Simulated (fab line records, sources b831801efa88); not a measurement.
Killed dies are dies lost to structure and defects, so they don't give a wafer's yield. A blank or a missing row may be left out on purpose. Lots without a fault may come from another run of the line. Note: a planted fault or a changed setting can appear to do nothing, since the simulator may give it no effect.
Which tool is to blame? + flow sky130 + Sampling: 11 lots, 33 wafers, 6 of 708 route steps

## WHAT EACH GAUGE READ, for each wafer
SKY_VT_ADJUST_HVTP_CD_MEAS_07 targets a cd of 380 nm.
| lot  | measured     | on       | cdNm (nm)         |
|------|--------------|----------|-------------------|
| L789 | day 6 15:55  | cdSem-02 | 378.6 379.6 378.6 |
| L790 | day 6 18:29  | cdSem-01 | 376.5 378.4 379.7 |
| L795 | day 8 05:37  | cdSem-02 | - - -             |
| L794 | day 8 06:10  | cdSem-01 | 384.2 381.9 381.7 |
| L796 | day 8 16:01  | cdSem-01 | 379.8 380.0 381.3 |
| L798 | day 9 01:12  | cdSem-01 | 378.7 376.4 378.4 |
| L806 | day 11 13:32 | cdSem-01 | 381.9 380.4 381.9 |
| L807 | day 11 15:03 | cdSem-01 | 383.1 382.0 380.3 |
| L808 | day 11 16:00 | cdSem-02 | 381.3 381.6 378.6 |
| L809 | day 11 18:44 | cdSem-01 | 376.1 377.1 378.5 |
| L810 | day 12 13:16 | cdSem-01 | 380.7 383.8 381.4 |

SKY_VT_ADJUST_HVTP_TW_MEAS_11.
| lot  | measured     | on           | VT_ADJUST_HVTP_TW |
|------|--------------|--------------|-------------------|
| L789 | day 6 16:19  | filmMetro-04 | 1332 1332 1333    |
| L790 | day 6 18:53  | filmMetro-02 | 1369 1360 1367    |
| L795 | day 8 06:01  | filmMetro-03 | 30 30 30          |
| L794 | day 8 06:34  | filmMetro-02 | 1368 1363 1364    |
| L796 | day 8 16:23  | filmMetro-02 | 1359 1368 1365    |
| L798 | day 9 01:35  | filmMetro-03 | 1362 1353 1352    |
| L806 | day 11 13:56 | filmMetro-03 | 1365 1367 1365    |
| L807 | day 11 15:27 | filmMetro-03 | 1359 1357 1360    |
| L808 | day 11 16:24 | filmMetro-02 | 1359 1366 1364    |
| L809 | day 11 19:08 | filmMetro-04 | 1340 1335 1333    |
| L810 | day 12 13:40 | filmMetro-03 | 1367 1369 1365    |

SKY_SONOS_ONO_THK_MEAS_03.
| lot  | measured     | on           | SONOS_ONO_CVD_02_THK (nm) |
|------|--------------|--------------|---------------------------|
| L789 | day 12 05:11 | filmMetro-03 | 10.37 10.46 10.49         |
| L790 | day 12 15:42 | filmMetro-02 | 10.18 9.96 10.03          |
| L795 | day 13 23:05 | filmMetro-03 | 10.65 10.75 10.63         |
| L794 | day 14 03:43 | filmMetro-03 | 10.33 10.29 10.30         |
| L796 | day 14 21:46 | filmMetro-03 | 10.32 10.33 10.30         |
| L798 | day 15 00:35 | filmMetro-03 | 10.75 10.67 10.65         |
| L806 | day 18 13:01 | filmMetro-01 | 10.57 10.73 10.73         |
| L807 | day 18 13:02 | filmMetro-02 | 10.68 10.66 10.69         |
| L808 | day 18 14:32 | filmMetro-03 | 10.68 10.52 10.71         |
| L809 | day 18 17:51 | filmMetro-01 | 10.49 10.54 10.42         |
| L810 | day 19 15:29 | filmMetro-01 | 10.63 10.62 10.66         |

## WHICH TOOL RAN EACH LOT (tool, then ch and the chambers of the sampled wafers, then the start)
| lot  | SKY_DNWELL_STRIP_08                | SKY_VT_ADJUST_HVTP_EXPOSE_04       | SKY_VT_ADJUST_HVTP_STRIP_10         |
|------|------------------------------------|------------------------------------|-------------------------------------|
| L789 | plasmaAsher-03 ch 0,1, day 3 15:47 | ilineStepper-02 ch 0, day 6 06:32  | plasmaAsher-03 ch 1, day 6 16:13    |
| L790 | plasmaAsher-02 ch 0,1, day 3 18:11 | ilineStepper-02 ch 0, day 6 09:32  | plasmaAsher-03 ch 0,1, day 6 18:46  |
| L795 | plasmaAsher-02 ch 0,1, day 5 00:37 | ilineStepper-01 ch 0, day 7 19:26  | plasmaAsher-03 ch 0,1, day 8 05:55  |
| L794 | plasmaAsher-01 ch 0,1, day 5 01:07 | ilineStepper-01 ch 0, day 7 20:19  | plasmaAsher-03 ch 0, day 8 06:28    |
| L796 | plasmaAsher-03 ch 0,1, day 5 09:01 | ilineStepper-02 ch 0, day 8 05:18  | plasmaAsher-03 ch 0,1, day 8 16:19  |
| L798 | plasmaAsher-03 ch 0,1, day 5 15:23 | ilineStepper-01 ch 0, day 8 14:08  | plasmaAsher-01 ch 0,1, day 9 01:29  |
| L806 | plasmaAsher-02 ch 0,1, day 7 13:26 | ilineStepper-01 ch 0, day 11 00:53 | plasmaAsher-04 ch 0,1, day 11 13:50 |
| L807 | plasmaAsher-03 ch 0,1, day 7 17:34 | ilineStepper-02 ch 0, day 11 02:08 | plasmaAsher-01 ch 0,1, day 11 15:20 |
| L808 | plasmaAsher-01 ch 0,1, day 7 21:50 | ilineStepper-02 ch 0, day 11 03:51 | plasmaAsher-01 ch 0,1, day 11 16:17 |
| L809 | plasmaAsher-02 ch 0,1, day 8 04:00 | ilineStepper-01 ch 0, day 11 06:27 | plasmaAsher-03 ch 0,1, day 11 19:02 |
| L810 | plasmaAsher-03 ch 0,1, day 8 10:05 | ilineStepper-01 ch 0, day 12 00:41 | plasmaAsher-04 ch 0, day 12 13:34   |
- SKY_DNWELL_STRIP_08: strips in O2/N2.
- SKY_VT_ADJUST_HVTP_EXPOSE_04: exposes mask HVTPM, target cd 380 nm.
- SKY_VT_ADJUST_HVTP_STRIP_10: strips in O2/N2.

## AS READ BY THE TOOLS THEMSELVES (means over the sampled wafers that have a number; for cases with no such wafer, the mark the record gives instead)
SKY_DNWELL_STRIP_08.
| lot  | tool           | drypumpMotorCurrentA (A) | oesProductAu (a.u.) | stripTimeToEndpointS (s) |
|------|----------------|--------------------------|---------------------|--------------------------|
| L789 | plasmaAsher-03 | 5.4                      | 0.722               | 37.02                    |
| L790 | plasmaAsher-02 | 6.4                      | 0.719               | 36.80                    |
| L795 | plasmaAsher-02 | 6.4                      | 0.721               | 36.91                    |
| L794 | plasmaAsher-01 | 6.0                      | 0.722               | 37.03                    |
| L796 | plasmaAsher-03 | 5.5                      | 0.724               | 36.95                    |
| L798 | plasmaAsher-03 | 5.5                      | 0.731               | 37.03                    |
| L806 | plasmaAsher-02 | 6.4                      | 0.723               | 36.94                    |
| L807 | plasmaAsher-03 | 5.4                      | 0.723               | 36.89                    |
| L808 | plasmaAsher-01 | 5.9                      | 0.726               | 36.95                    |
| L809 | plasmaAsher-02 | 6.3                      | 0.724               | 37.05                    |
| L810 | plasmaAsher-03 | 5.4                      | 0.720               | 36.92                    |

SKY_VT_ADJUST_HVTP_EXPOSE_04.
| lot  | tool            | focusOffsetNm (nm) |
|------|-----------------|--------------------|
| L789 | ilineStepper-02 | 0.1                |
| L790 | ilineStepper-02 | 0.2                |
| L795 | ilineStepper-01 | 0.2                |
| L794 | ilineStepper-01 | 0.6                |
| L796 | ilineStepper-02 | -0.5               |
| L798 | ilineStepper-01 | 0.1                |
| L806 | ilineStepper-01 | 0.6                |
| L807 | ilineStepper-02 | 0.6                |
| L808 | ilineStepper-02 | -0.7               |
| L809 | ilineStepper-01 | -0.6               |
| L810 | ilineStepper-01 | -0.2               |

SKY_VT_ADJUST_HVTP_STRIP_10.
| lot  | tool           | drypumpMotorCurrentA (A) | oesProductAu (a.u.) | stripTimeToEndpointS (s) |
|------|----------------|--------------------------|---------------------|--------------------------|
| L789 | plasmaAsher-03 | 5.7                      | 0.720               | 14.16                    |
| L790 | plasmaAsher-03 | 5.4                      | 0.716               | 14.17                    |
| L795 | plasmaAsher-03 | 5.4                      | 0.713               | 14.20                    |
| L794 | plasmaAsher-03 | 5.2                      | 0.717               | 14.16                    |
| L796 | plasmaAsher-03 | 5.4                      | 0.713               | 14.16                    |
| L798 | plasmaAsher-01 | 5.8                      | 0.716               | 14.20                    |
| L806 | plasmaAsher-04 | 5.5                      | 0.715               | 14.24                    |
| L807 | plasmaAsher-01 | 6.0                      | 0.715               | 14.20                    |
| L808 | plasmaAsher-01 | 6.0                      | 0.719               | 14.18                    |
| L809 | plasmaAsher-03 | 5.4                      | 0.713               | 14.21                    |
| L810 | plasmaAsher-04 | 5.2                      | 0.711               | 14.23                    |

## THE ANSWER, worked out from the rows above alone
Rule: usual is defined by the lots themselves. Put in order of their means at a reading, lots are off if they are a third of the lots or fewer, leave a main group of 4 or more, and stand apart from it by a gap of 3 or more times the standard deviation of the main group's means; of several such gaps the widest counts. A main group whose means are all the same, to the digits that the tables above print for the reading, isn't used. Also off: a lot with no number at a reading for which 4 or more lots have one. Where the step has rows for the other lots, those lots are counted as sound. The gauges are gone through in route order, then the tools' own readings, and for those a lot's mean is taken as printed above. At the first step where some lot is off, the reading lying furthest off is the one used; lots without a number count as furthest.
Off, at SKY_VT_ADJUST_HVTP_CD_MEAS_07 on cdNm: L795. Without a number there: L795. Main group: mean 380.1 nm, sd 1.8.
A tool fits if, at a process step before that reading, it ran every lot that is off, and no sound lot after the first of them. The gauges at SKY_VT_ADJUST_HVTP_CD_MEAS_07 aren't tried: what is off there is off at SKY_VT_ADJUST_HVTP_TW_MEAS_11 too, on other tools, and a gauge's error can't cause that. Of those tried, none fits.

## WHAT THE SIMULATOR HAD PUT IN
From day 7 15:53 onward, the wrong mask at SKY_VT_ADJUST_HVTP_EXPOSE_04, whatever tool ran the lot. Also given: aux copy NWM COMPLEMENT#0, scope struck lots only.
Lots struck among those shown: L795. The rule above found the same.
